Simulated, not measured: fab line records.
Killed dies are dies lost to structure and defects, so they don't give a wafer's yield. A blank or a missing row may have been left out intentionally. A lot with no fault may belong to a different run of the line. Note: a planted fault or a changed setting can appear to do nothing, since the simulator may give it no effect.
The tool behind it: which one?    flow sky130    Sampling: 6 lots, 18 wafers, 3 of 708 route steps

## WHAT THE GAUGES SHOWED, per wafer
SKY_VT_ADJUST_LVTN_OVL_MEAS_18.
lot   measured      on          VT_ADJUST_LVTN_01_OVL (nm)
L597  day 8 05:26   overlay-01  0.3 1.1 -0.2
L600  day 9 03:38   overlay-02  -1.2 -1.0 -0.7
L603  day 9 23:35   overlay-02  -0.3 0.4 0.5
L607  day 11 01:44  overlay-02  184.3 185.8 183.0
L609  day 11 13:08  overlay-02  183.2 182.9 183.2
L613  day 12 16:10  overlay-02  1.6 1.0 0.6

## TOOL THAT RAN EACH LOT (tool first, then ch and the chambers of the sampled wafers, then the start)
lot   SKY_NWELL_STRIP_25                  SKY_VT_ADJUST_LVTN_EXPOSE_15
L597  plasmaAsher-01 ch 0,1, day 5 19:05  ilineStepper-02 ch 0, day 7 18:56
L600  plasmaAsher-03 ch 0,1, day 6 15:17  ilineStepper-02 ch 0, day 8 16:55
L603  plasmaAsher-03 ch 0,1, day 7 08:11  ilineStepper-02 ch 0, day 9 12:28
L607  plasmaAsher-01 ch 0,1, day 8 08:59  ilineStepper-02 ch 0, day 10 15:07
L609  plasmaAsher-02 ch 0,1, day 8 18:32  ilineStepper-02 ch 0, day 11 01:35
L613  plasmaAsher-03 ch 0,1, day 9 18:14  ilineStepper-01 ch 0, day 12 04:54
- SKY_NWELL_STRIP_25: strips in O2/N2.
- SKY_VT_ADJUST_LVTN_EXPOSE_15: exposes mask HVN STD DERIVED, target cd 600 nm.

## THE ANSWER, worked out from the rows above alone
Rule: the usual values come from the lots themselves. Put in order of their means at a reading, lots are off if they are a third of the lots or fewer, leave a main group of 4 or more, and stand apart from it by a gap of 3 or more times the standard deviation of the main group's means; of several such gaps the widest counts. A main group is skipped when, at the precision printed for the reading in the tables above, its means are all equal. Also off: a lot with no number at a reading for which 4 or more lots have one. The other lots that the step has rows for count as sound.
Off: L607, L609, seen at SKY_VT_ADJUST_LVTN_OVL_MEAS_18 (VT_ADJUST_LVTN_01_OVL). Mean 0.2 nm and standard deviation 0.73 in the main group.
A tool fits if, at a process step before that reading, it ran every lot that is off, and no sound lot after the first of them. Those tools and the gauges at SKY_VT_ADJUST_LVTN_OVL_MEAS_18 are tried in the same way. One fits: SKY_VT_ADJUST_LVTN_EXPOSE_15 on ilineStepper-02. Its last sound lot is L603 (day 9 12:28), its first lot that is off L607 (day 10 15:07): a fault that began between those two fits.

## WHAT THE SIMULATOR HAD PUT IN
Scanner matching overlay: ilineStepper-02, from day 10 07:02 on, at SKY_VT_ADJUST_LVTN_EXPOSE_15. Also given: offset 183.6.
Lots struck among those shown: L607, L609. The rule given above showed the same thing.
